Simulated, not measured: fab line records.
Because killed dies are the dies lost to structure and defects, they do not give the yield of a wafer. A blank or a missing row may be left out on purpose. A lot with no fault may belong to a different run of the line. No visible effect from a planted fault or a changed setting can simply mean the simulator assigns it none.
Which tool is to blame? :: flow sky130 :: 42 wafers from 14 lots sampled at 4 of the route's 708 steps

== WHAT THE GAUGES SHOWED, per wafer ==
SKY_SONOS_ONO_THK_MEAS_01.
lot: L350
measured: day 11 22:56
on: film_metro-01
SONOS_ONO_OXIDATION_THK (nm): 2.55 2.60 2.64

lot: L349
measured: day 12 00:18
on: film_metro-01
SONOS_ONO_OXIDATION_THK (nm): 2.74 2.73 2.72

lot: L351
measured: day 12 05:54
on: film_metro-04
SONOS_ONO_OXIDATION_THK (nm): 2.59 2.58 2.66

lot: L352
measured: day 12 05:55
on: film_metro-03
SONOS_ONO_OXIDATION_THK (nm): 2.61 2.67 2.70

lot: L353
measured: day 12 12:41
on: film_metro-04
SONOS_ONO_OXIDATION_THK (nm): 2.68 2.64 2.64

lot: L354
measured: day 12 22:13
on: film_metro-04
SONOS_ONO_OXIDATION_THK (nm): 2.60 2.53 2.53

lot: L355
measured: day 13 12:35
on: film_metro-04
SONOS_ONO_OXIDATION_THK (nm): 2.51 2.47 2.47

lot: L356
measured: day 13 23:08
on: film_metro-01
SONOS_ONO_OXIDATION_THK (nm): 2.48 2.56 2.58

lot: L359
measured: day 14 23:02
on: film_metro-04
SONOS_ONO_OXIDATION_THK (nm): 2.60 2.56 2.66

lot: L367
measured: day 17 11:19
on: film_metro-04
SONOS_ONO_OXIDATION_THK (nm): 2.59 2.65 2.56

lot: L368
measured: day 17 20:10
on: film_metro-04
SONOS_ONO_OXIDATION_THK (nm): 2.55 2.62 2.55

lot: L370
measured: day 18 04:05
on: film_metro-04
SONOS_ONO_OXIDATION_THK (nm): 2.63 2.54 2.66

lot: L371
measured: day 18 12:11
on: film_metro-03
SONOS_ONO_OXIDATION_THK (nm): 2.58 2.61 2.58

lot: L372
measured: day 18 23:30
on: film_metro-01
SONOS_ONO_OXIDATION_THK (nm): 2.48 2.54 2.60

SKY_SONOS_ONO_CD_MEAS_13 targets a cd of 410 nm.
lot: L350
measured: day 13 03:24
on: cd_sem-02
cd_nm (nm): 413.3 414.5 411.2

lot: L349
measured: day 13 04:13
on: cd_sem-02
cd_nm (nm): 413.6 410.9 411.0

lot: L351
measured: day 13 09:21
on: cd_sem-02
cd_nm (nm): 411.2 409.4 410.7

lot: L352
measured: day 13 09:28
on: cd_sem-01
cd_nm (nm): 411.2 409.9 409.0

lot: L353
measured: day 13 17:02
on: cd_sem-02
cd_nm (nm): 410.0 411.4 407.9

lot: L354
measured: day 14 03:33
on: cd_sem-02
cd_nm (nm): 412.9 413.4 413.4

lot: L355
measured: day 14 17:16
on: cd_sem-01
cd_nm (nm): 408.9 409.1 409.5

lot: L356
measured: day 15 03:05
on: cd_sem-02
cd_nm (nm): 407.2 408.7 406.9

lot: L359
measured: day 16 04:51
on: cd_sem-02
cd_nm (nm): 411.2 413.4 410.0

lot: L367
measured: day 18 18:51
on: cd_sem-02
cd_nm (nm): 409.4 409.1 412.3

lot: L368
measured: day 19 05:29
on: cd_sem-01
cd_nm (nm): 412.4 412.6 412.1

lot: L370
measured: day 19 12:52
on: cd_sem-02
cd_nm (nm): 410.1 409.7 407.8

lot: L371
measured: day 20 07:11
on: cd_sem-01
cd_nm (nm): 408.9 410.6 409.5

lot: L372
measured: day 20 11:32
on: cd_sem-02
cd_nm (nm): 411.6 411.0 410.2

SKY_POLY_GATE_THK_MEAS_01.
lot: L350
measured: day 14 11:13
on: film_metro-01
POLY_GATE_CVD_00_THK (nm): 179.0 179.5 179.5

lot: L349
measured: day 14 12:46
on: film_metro-01
POLY_GATE_CVD_00_THK (nm): 180.9 181.0 181.4

lot: L351
measured: day 14 17:16
on: film_metro-03
POLY_GATE_CVD_00_THK (nm): 181.5 178.7 180.9

lot: L352
measured: day 14 20:13
on: film_metro-01
POLY_GATE_CVD_00_THK (nm): 178.9 178.1 178.3

lot: L353
measured: day 15 00:40
on: film_metro-01
POLY_GATE_CVD_00_THK (nm): 178.8 180.1 180.3

lot: L354
measured: day 15 12:47
on: film_metro-02
POLY_GATE_CVD_00_THK (nm): 179.9 181.5 180.0

lot: L355
measured: day 16 01:26
on: film_metro-01
POLY_GATE_CVD_00_THK (nm): 182.2 182.2 183.0

lot: L356
measured: day 16 14:46
on: film_metro-02
POLY_GATE_CVD_00_THK (nm): 180.2 180.6 179.7

lot: L359
measured: day 17 16:55
on: film_metro-01
POLY_GATE_CVD_00_THK (nm): 180.5 179.1 180.1

lot: L367
measured: day 20 07:02
on: film_metro-02
POLY_GATE_CVD_00_THK (nm): 177.1 178.8 177.0

lot: L368
measured: day 20 19:09
on: film_metro-01
POLY_GATE_CVD_00_THK (nm): 181.1 181.5 179.5

lot: L370
measured: day 21 02:27
on: film_metro-02
POLY_GATE_CVD_00_THK (nm): 178.8 180.2 181.2

lot: L371
measured: day 21 20:47
on: film_metro-01
POLY_GATE_CVD_00_THK (nm): 180.0 178.4 179.1

lot: L372
measured: day 22 00:59
on: film_metro-01
POLY_GATE_CVD_00_THK (nm): 179.8 179.6 180.0

== WHAT TOOL EACH LOT RAN ON (gives the tool, then ch and the chambers of the sampled wafers, and finally the start) ==
lot: L350
SKY_GATE_OXIDE_IMPLANT_11: implanter-04 ch 0, day 14 07:47

lot: L349
SKY_GATE_OXIDE_IMPLANT_11: implanter-03 ch 0, day 14 08:24

lot: L351
SKY_GATE_OXIDE_IMPLANT_11: implanter-03 ch 0, day 14 12:41

lot: L352
SKY_GATE_OXIDE_IMPLANT_11: implanter-04 ch 0, day 14 14:07

lot: L353
SKY_GATE_OXIDE_IMPLANT_11: implanter-03 ch 0, day 14 20:03

lot: L354
SKY_GATE_OXIDE_IMPLANT_11: implanter-03 ch 0, day 15 08:26

lot: L355
SKY_GATE_OXIDE_IMPLANT_11: implanter-03 ch 0, day 15 22:14

lot: L356
SKY_GATE_OXIDE_IMPLANT_11: implanter-04 ch 0, day 16 09:58

lot: L359
SKY_GATE_OXIDE_IMPLANT_11: implanter-03 ch 0, day 17 12:13

lot: L367
SKY_GATE_OXIDE_IMPLANT_11: implanter-04 ch 0, day 20 03:52

lot: L368
SKY_GATE_OXIDE_IMPLANT_11: implanter-04 ch 0, day 20 15:06

lot: L370
SKY_GATE_OXIDE_IMPLANT_11: implanter-03 ch 0, day 20 23:14

lot: L371
SKY_GATE_OXIDE_IMPLANT_11: implanter-03 ch 0, day 21 16:59

lot: L372
SKY_GATE_OXIDE_IMPLANT_11: implanter-02 ch 0, day 21 20:51
- SKY_GATE_OXIDE_IMPLANT_11

== WHAT THE TOOLS THEMSELVES READ (means of the sampled wafers that have a number; where no wafer has one, the mark that the record gives instead) ==
SKY_GATE_OXIDE_IMPLANT_11.
lot: L350
tool: implanter-04
dose_ions_cm2: 2.6e+12
faraday_current_uA: 14.5

lot: L349
tool: implanter-03
dose_ions_cm2: 2.6e+12
faraday_current_uA: 14.6

lot: L351
tool: implanter-03
dose_ions_cm2: 2.6e+12
faraday_current_uA: 14.4

lot: L352
tool: implanter-04
dose_ions_cm2: 2.6e+12
faraday_current_uA: 14.6

lot: L353
tool: implanter-03
dose_ions_cm2: 2.6e+12
faraday_current_uA: 14.7

lot: L354
tool: implanter-03
dose_ions_cm2: 2.6e+12
faraday_current_uA: 14.6

lot: L355
tool: implanter-03
dose_ions_cm2: 2.6e+12
faraday_current_uA: 15.0

lot: L356
tool: implanter-04
dose_ions_cm2: 2.6e+12
faraday_current_uA: 14.5

lot: L359
tool: implanter-03
dose_ions_cm2: 2.6e+12
faraday_current_uA: 14.6

lot: L367
tool: implanter-04
dose_ions_cm2: 2.7e+12
faraday_current_uA: 14.7

lot: L368
tool: implanter-04
dose_ions_cm2: 2.7e+12
faraday_current_uA: 15.3

lot: L370
tool: implanter-03
dose_ions_cm2: 2.6e+12
faraday_current_uA: 14.7

lot: L371
tool: implanter-03
dose_ions_cm2: 2.6e+12
faraday_current_uA: 14.8

lot: L372
tool: implanter-02
dose_ions_cm2: 2.6e+12
faraday_current_uA: 14.9

== THE ANSWER, worked out from the rows above alone ==
Rule: usual is defined by the lots themselves. Put in order of their means at a reading, lots are off if they are a third of the lots or fewer, leave a main group of 4 or more, and stand apart from it by a gap of 3 or more times the standard deviation of the main group's means; of several such gaps the widest counts. A main group whose means are all the same, to the digits that the tables above print for the reading, isn't used. Also off: a lot with no number at a reading for which 4 or more lots have one. Where the step has rows for the other lots, those lots are counted as sound. After the gauges, taken in route order, come the tools' own readings; for these a lot's mean is taken, as printed above. At the first step where some lot is off, the reading lying furthest off is the one used; lots without a number count as furthest.
Nothing can be told from this: no lot is off at any reading shown.

== WHAT THE SIMULATOR PUT IN ==
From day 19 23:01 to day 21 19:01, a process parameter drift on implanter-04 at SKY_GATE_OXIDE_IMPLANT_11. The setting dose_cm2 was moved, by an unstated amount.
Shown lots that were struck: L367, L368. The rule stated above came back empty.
